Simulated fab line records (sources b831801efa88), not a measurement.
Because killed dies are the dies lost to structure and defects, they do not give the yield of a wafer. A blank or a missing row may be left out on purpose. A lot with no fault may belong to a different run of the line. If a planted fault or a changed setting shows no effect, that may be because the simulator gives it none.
Which tool was responsible? -- flow sky130 -- 18 wafers sampled from 6 lots at 1 step of a route of 708

WHAT THE GAUGES READ, wafer by wafer
SKY_CAPM_OVL_MEAS_12.
lot,measured,on,CAPM_OVL (nm)
L156,day 39 07:54,overlay-01,1.0 0.5 0.3
L159,day 40 04:04,overlay-01,1.3 2.7 0.3
L161,day 40 17:41,overlay-02,3.1 1.3 1.4
L164,day 41 08:26,overlay-01,2.3 3.4 2.5
L166,day 42 10:32,overlay-01,0.3 1.4 1.1
L171,day 43 08:40,overlay-02,2.3 1.4 2.6

TOOL THAT RAN EACH LOT (tool first, then ch and the chambers of the sampled wafers, then the start)
Record: no process step prior to these readings.

THE ANSWER, worked out from the rows above alone
Rule: the lots themselves supply what counts as usual. The widest of any qualifying gaps counts: lots, ordered by their means at a reading, are off when they make up no more than a third of the lots, leave a main group of 4 or more, and stand apart from it by 3 or more times the standard deviation of that group's means. The tables above print the reading to a certain number of digits; a main group whose means all agree to those digits is not used. A lot without any number at a reading at which 4 lots or more have one is off too. The other lots that the step has rows for count as sound.
None of the lots is off at any reading shown; this tells nothing.

WHAT THE SIMULATOR HAD INSERTED
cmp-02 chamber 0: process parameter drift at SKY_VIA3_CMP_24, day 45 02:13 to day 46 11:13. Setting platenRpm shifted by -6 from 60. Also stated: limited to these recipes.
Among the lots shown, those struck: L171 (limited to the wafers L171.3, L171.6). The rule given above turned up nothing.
